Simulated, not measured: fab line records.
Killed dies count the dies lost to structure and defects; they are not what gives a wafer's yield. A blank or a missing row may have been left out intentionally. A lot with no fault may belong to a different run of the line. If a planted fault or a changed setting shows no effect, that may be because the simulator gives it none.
The tool behind it: which one? || flow gf180mcu || 42 wafers from 14 lots sampled at 5 of the route's 602 steps

WHAT THE GAUGES SHOWED, per wafer
GF_STI_THK_MEAS_04. Usual: for STI_CVD_03_THK the level is 206.6 nm and the standard deviation is 1.7.
{"lot": "L156", "measured": "day 1 13:44", "on": "film metro-01", "STI_CVD_03_THK (nm)": "206.4 204.8 205.0", "flag": ""}
{"lot": "L157", "measured": "day 1 19:12", "on": "film metro-03", "STI_CVD_03_THK (nm)": "204.5 204.5 201.9", "flag": ""}
{"lot": "L158", "measured": "day 1 23:34", "on": "film metro-03", "STI_CVD_03_THK (nm)": "205.6 207.9 207.2", "flag": ""}
{"lot": "L159", "measured": "day 2 06:20", "on": "film metro-03", "STI_CVD_03_THK (nm)": "205.6 204.6 206.8", "flag": ""}
{"lot": "L161", "measured": "day 2 14:34", "on": "film metro-03", "STI_CVD_03_THK (nm)": "207.3 207.8 207.7", "flag": ""}
{"lot": "L162", "measured": "day 2 20:28", "on": "film metro-01", "STI_CVD_03_THK (nm)": "207.5 206.6 208.2", "flag": ""}
{"lot": "L164", "measured": "day 3 06:47", "on": "film metro-01", "STI_CVD_03_THK (nm)": "209.3 210.1 208.4", "flag": ""}
{"lot": "L165", "measured": "day 3 13:23", "on": "film metro-04", "STI_CVD_03_THK (nm)": "208.1 207.3 206.5", "flag": ""}
{"lot": "L166", "measured": "day 3 16:10", "on": "film metro-01", "STI_CVD_03_THK (nm)": "208.9 207.2 207.9", "flag": ""}
{"lot": "L168", "measured": "day 4 02:54", "on": "film metro-04", "STI_CVD_03_THK (nm)": "209.1 208.8 209.3", "flag": ""}
{"lot": "L171", "measured": "day 4 17:04", "on": "film metro-03", "STI_CVD_03_THK (nm)": "204.1 204.3 205.3", "flag": ""}
{"lot": "L172", "measured": "day 4 21:45", "on": "film metro-04", "STI_CVD_03_THK (nm)": "206.6 207.1 206.9", "flag": ""}
{"lot": "L175", "measured": "day 5 12:34", "on": "film metro-01", "STI_CVD_03_THK (nm)": "206.4 205.1 205.7", "flag": ""}
{"lot": "L176", "measured": "day 5 17:56", "on": "film metro-03", "STI_CVD_03_THK (nm)": "208.9 206.6 206.9", "flag": ""}

GF_VT_IMPLANT_TW_MEAS_21. Usual: for VT_IMPLANT_2_TW the level is 1212 and the standard deviation is 9.8.
{"lot": "L156", "measured": "day 6 06:34", "on": "film metro-02", "VT_IMPLANT_2_TW": "1214 1211 1216", "flag": ""}
{"lot": "L157", "measured": "day 6 12:24", "on": "film metro-03", "VT_IMPLANT_2_TW": "1213 1221 1216", "flag": ""}
{"lot": "L158", "measured": "day 6 16:58", "on": "film metro-03", "VT_IMPLANT_2_TW": "1218 1210 1215", "flag": ""}
{"lot": "L159", "measured": "day 7 03:20", "on": "film metro-02", "VT_IMPLANT_2_TW": "1208 1222 1213", "flag": ""}
{"lot": "L161", "measured": "day 7 18:06", "on": "film metro-03", "VT_IMPLANT_2_TW": "1209 1208 1209", "flag": ""}
{"lot": "L162", "measured": "day 7 23:29", "on": "film metro-02", "VT_IMPLANT_2_TW": "1218 1206 1216", "flag": ""}
{"lot": "L164", "measured": "day 8 12:39", "on": "film metro-02", "VT_IMPLANT_2_TW": "1207 1209 1209", "flag": ""}
{"lot": "L165", "measured": "day 8 18:03", "on": "film metro-04", "VT_IMPLANT_2_TW": "1195 1198 1194", "flag": ""}
{"lot": "L166", "measured": "day 9 00:29", "on": "film metro-03", "VT_IMPLANT_2_TW": "1221 1221 1231", "flag": ""}
{"lot": "L168", "measured": "day 9 11:42", "on": "film metro-02", "VT_IMPLANT_2_TW": "1221 1214 1219", "flag": ""}
{"lot": "L171", "measured": "day 10 06:15", "on": "film metro-04", "VT_IMPLANT_2_TW": "1200 1192 1195", "flag": ""}
{"lot": "L172", "measured": "day 10 11:02", "on": "film metro-03", "VT_IMPLANT_2_TW": "1268 1261 1273", "flag": "OFF"}
{"lot": "L175", "measured": "day 11 03:52", "on": "film metro-02", "VT_IMPLANT_2_TW": "1223 1215 1222", "flag": ""}
{"lot": "L176", "measured": "day 11 11:29", "on": "film metro-02", "VT_IMPLANT_2_TW": "1268 1262 1266", "flag": "OFF"}

GF_VT_IMPLANT_OVL_MEAS_29. Usual: for VT_IMPLANT_02_OVL the level is -0.7 nm and the standard deviation is 1.2.
{"lot": "L156", "measured": "day 6 21:57", "on": "overlay-02", "VT_IMPLANT_02_OVL (nm)": "-1.3 -0.4 -1.1", "flag": ""}
{"lot": "L157", "measured": "day 7 03:31", "on": "overlay-02", "VT_IMPLANT_02_OVL (nm)": "-1.6 -2.4 -0.3", "flag": ""}
{"lot": "L158", "measured": "day 7 08:22", "on": "overlay-01", "VT_IMPLANT_02_OVL (nm)": "-0.3 0.0 0.0", "flag": ""}
{"lot": "L159", "measured": "day 7 18:07", "on": "overlay-02", "VT_IMPLANT_02_OVL (nm)": "-2.3 -2.5 0.4", "flag": ""}
{"lot": "L161", "measured": "day 8 10:15", "on": "overlay-02", "VT_IMPLANT_02_OVL (nm)": "-0.8 0.2 -0.2", "flag": ""}
{"lot": "L162", "measured": "day 8 16:20", "on": "overlay-02", "VT_IMPLANT_02_OVL (nm)": "-1.9 -1.7 0.0", "flag": ""}
{"lot": "L164", "measured": "day 9 05:15", "on": "overlay-02", "VT_IMPLANT_02_OVL (nm)": "-0.4 -2.6 -0.4", "flag": ""}
{"lot": "L165", "measured": "day 9 11:07", "on": "overlay-01", "VT_IMPLANT_02_OVL (nm)": "-0.1 1.9 -2.9", "flag": ""}
{"lot": "L166", "measured": "day 9 17:43", "on": "overlay-01", "VT_IMPLANT_02_OVL (nm)": "-0.2 -0.3 0.2", "flag": ""}
{"lot": "L168", "measured": "day 10 05:22", "on": "overlay-01", "VT_IMPLANT_02_OVL (nm)": "-0.9 -1.6 -2.3", "flag": ""}
{"lot": "L171", "measured": "day 11 00:43", "on": "overlay-02", "VT_IMPLANT_02_OVL (nm)": "-1.2 -0.9 -1.0", "flag": ""}
{"lot": "L172", "measured": "day 11 04:45", "on": "overlay-02", "VT_IMPLANT_02_OVL (nm)": "-0.4 -0.8 -1.4", "flag": ""}
{"lot": "L175", "measured": "day 11 23:16", "on": "overlay-01", "VT_IMPLANT_02_OVL (nm)": "0.5 -0.4 -1.8", "flag": ""}
{"lot": "L176", "measured": "day 12 06:50", "on": "overlay-02", "VT_IMPLANT_02_OVL (nm)": "-1.7 -1.0 -1.5", "flag": ""}

GF_DUAL_GATE_OVL_MEAS_11. Usual: for DUAL_GATE_OVL the level is 0.5 nm and the standard deviation is 1.4.
{"lot": "L156", "measured": "day 8 08:04", "on": "overlay-01", "DUAL_GATE_OVL (nm)": "-0.3 -0.4 2.0", "flag": ""}
{"lot": "L157", "measured": "day 8 14:30", "on": "overlay-02", "DUAL_GATE_OVL (nm)": "1.5 0.7 -0.1", "flag": ""}
{"lot": "L158", "measured": "day 8 20:30", "on": "overlay-01", "DUAL_GATE_OVL (nm)": "0.6 2.3 2.4", "flag": ""}
{"lot": "L159", "measured": "day 9 06:31", "on": "overlay-01", "DUAL_GATE_OVL (nm)": "1.4 -1.1 0.1", "flag": ""}
{"lot": "L161", "measured": "day 9 23:24", "on": "overlay-01", "DUAL_GATE_OVL (nm)": "0.9 -1.3 0.2", "flag": ""}
{"lot": "L162", "measured": "day 10 05:38", "on": "overlay-01", "DUAL_GATE_OVL (nm)": "-2.0 0.2 2.6", "flag": ""}
{"lot": "L164", "measured": "day 10 19:42", "on": "overlay-01", "DUAL_GATE_OVL (nm)": "3.6 1.4 2.4", "flag": ""}
{"lot": "L165", "measured": "day 11 03:02", "on": "overlay-02", "DUAL_GATE_OVL (nm)": "-0.4 0.3 2.5", "flag": ""}
{"lot": "L166", "measured": "day 11 08:58", "on": "overlay-02", "DUAL_GATE_OVL (nm)": "0.1 0.5 -1.0", "flag": ""}
{"lot": "L168", "measured": "day 11 22:13", "on": "overlay-02", "DUAL_GATE_OVL (nm)": "-1.9 0.6 1.1", "flag": ""}
{"lot": "L171", "measured": "day 12 18:14", "on": "overlay-02", "DUAL_GATE_OVL (nm)": "-1.2 -1.3 -0.8", "flag": ""}
{"lot": "L172", "measured": "day 12 23:56", "on": "overlay-02", "DUAL_GATE_OVL (nm)": "-0.4 -1.4 -1.8", "flag": ""}
{"lot": "L175", "measured": "day 13 19:28", "on": "overlay-01", "DUAL_GATE_OVL (nm)": "-1.4 -0.9 -0.3", "flag": ""}
{"lot": "L176", "measured": "day 14 01:38", "on": "overlay-01", "DUAL_GATE_OVL (nm)": "0.1 1.4 1.0", "flag": ""}

WHAT TOOL EACH LOT RAN ON (gives the tool, then ch and the chambers of the sampled wafers, and finally the start)
{"lot": "L156", "GF_VT_IMPLANT_IMPLANT_19": "implanter-04 ch 0, day 6 06:19"}
{"lot": "L157", "GF_VT_IMPLANT_IMPLANT_19": "implanter-03 ch 0, day 6 12:09"}
{"lot": "L158", "GF_VT_IMPLANT_IMPLANT_19": "implanter-01 ch 0, day 6 16:44"}
{"lot": "L159", "GF_VT_IMPLANT_IMPLANT_19": "implanter-01 ch 0, day 7 03:05"}
{"lot": "L161", "GF_VT_IMPLANT_IMPLANT_19": "implanter-04 ch 0, day 7 17:51"}
{"lot": "L162", "GF_VT_IMPLANT_IMPLANT_19": "implanter-04 ch 0, day 7 23:16"}
{"lot": "L164", "GF_VT_IMPLANT_IMPLANT_19": "implanter-01 ch 0, day 8 12:24"}
{"lot": "L165", "GF_VT_IMPLANT_IMPLANT_19": "implanter-04 ch 0, day 8 17:48"}
{"lot": "L166", "GF_VT_IMPLANT_IMPLANT_19": "implanter-04 ch 0, day 9 00:14"}
{"lot": "L168", "GF_VT_IMPLANT_IMPLANT_19": "implanter-04 ch 0, day 9 11:27"}
{"lot": "L171", "GF_VT_IMPLANT_IMPLANT_19": "implanter-03 ch 0, day 10 06:00"}
{"lot": "L172", "GF_VT_IMPLANT_IMPLANT_19": "implanter-04 ch 0, day 10 10:47"}
{"lot": "L175", "GF_VT_IMPLANT_IMPLANT_19": "implanter-03 ch 0, day 11 03:37"}
{"lot": "L176", "GF_VT_IMPLANT_IMPLANT_19": "implanter-04 ch 0, day 11 11:14"}
- GF_VT_IMPLANT_IMPLANT_19

AS READ BY THE TOOLS THEMSELVES (means over the sampled wafers that have a number; for cases with no such wafer, the mark the record gives instead)
GF_VT_IMPLANT_IMPLANT_19. Usual: dose ions cm2 4.351e+12, standard deviation 5.1e+09; faraday current uA 24.5, standard deviation 0.49.
{"lot": "L156", "tool": "implanter-04", "dose ions cm2": 4.345e+12, "faraday current uA": 24.2, "flag": ""}
{"lot": "L157", "tool": "implanter-03", "dose ions cm2": 4.347e+12, "faraday current uA": 24.9, "flag": ""}
{"lot": "L158", "tool": "implanter-01", "dose ions cm2": 4.349e+12, "faraday current uA": 24.7, "flag": ""}
{"lot": "L159", "tool": "implanter-01", "dose ions cm2": 4.355e+12, "faraday current uA": 24.3, "flag": ""}
{"lot": "L161", "tool": "implanter-04", "dose ions cm2": 4.354e+12, "faraday current uA": 24.3, "flag": ""}
{"lot": "L162", "tool": "implanter-04", "dose ions cm2": 4.351e+12, "faraday current uA": 24.4, "flag": ""}
{"lot": "L164", "tool": "implanter-01", "dose ions cm2": 4.344e+12, "faraday current uA": 24.7, "flag": ""}
{"lot": "L165", "tool": "implanter-04", "dose ions cm2": 4.354e+12, "faraday current uA": 24.2, "flag": ""}
{"lot": "L166", "tool": "implanter-04", "dose ions cm2": 4.350e+12, "faraday current uA": 24.8, "flag": ""}
{"lot": "L168", "tool": "implanter-04", "dose ions cm2": 4.345e+12, "faraday current uA": 24.4, "flag": ""}
{"lot": "L171", "tool": "implanter-03", "dose ions cm2": 4.345e+12, "faraday current uA": 24.4, "flag": ""}
{"lot": "L172", "tool": "implanter-04", "dose ions cm2": 4.866e+12, "faraday current uA": 27.4, "flag": "OFF"}
{"lot": "L175", "tool": "implanter-03", "dose ions cm2": 4.353e+12, "faraday current uA": 24.5, "flag": ""}
{"lot": "L176", "tool": "implanter-04", "dose ions cm2": 4.873e+12, "faraday current uA": 27.7, "flag": "OFF"}

THE ANSWER, worked out from the rows above alone
Rule: lot off if the mean of its wafers having a number is beyond 3 standard deviations from the usual mean. Also off: a lot with no number at a reading for which 4 or more lots have one. The other lots that the step has rows for count as sound. After the gauges, taken in route order, come the tools' own readings; for these a lot's mean is taken, as printed above. The first step at which some lot is off is used, and at that step the reading that is off furthest; a lot without a number counts as furthest.
Off: L172, L176, at GF_VT_IMPLANT_TW_MEAS_21 (VT_IMPLANT_2_TW).
A tool fits if, at a process step before that reading, it ran every lot that is off, and no sound lot after the first of them. Not tried: the gauges at GF_VT_IMPLANT_TW_MEAS_21; whatever is off there is also off at GF_VT_IMPLANT_IMPLANT_19, on other tools, and gauge error can't account for it. One fits: GF_VT_IMPLANT_IMPLANT_19 on implanter-04. Its last sound lot is L168 (day 9 11:27), its first lot that is off L172 (day 10 10:47): a fault that began between those two fits.
The tool's own readings at GF_VT_IMPLANT_IMPLANT_19 bear it out: on the lots that are off they differ by more than 5 times the standard deviation of the sound lots' means. dose ions cm2 reads 4.870e+12 there against 4.349e+12 on the sound lots; faraday current uA reads 27.5 there against 24.5 on the sound lots.

WHAT THE SIMULATOR HAD INSERTED
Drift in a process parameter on implanter-04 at GF_VT_IMPLANT_IMPLANT_19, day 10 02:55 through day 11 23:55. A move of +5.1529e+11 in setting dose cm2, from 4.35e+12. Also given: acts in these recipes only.
Lots struck among those shown: L172, L176. This agrees with what the rule above found.
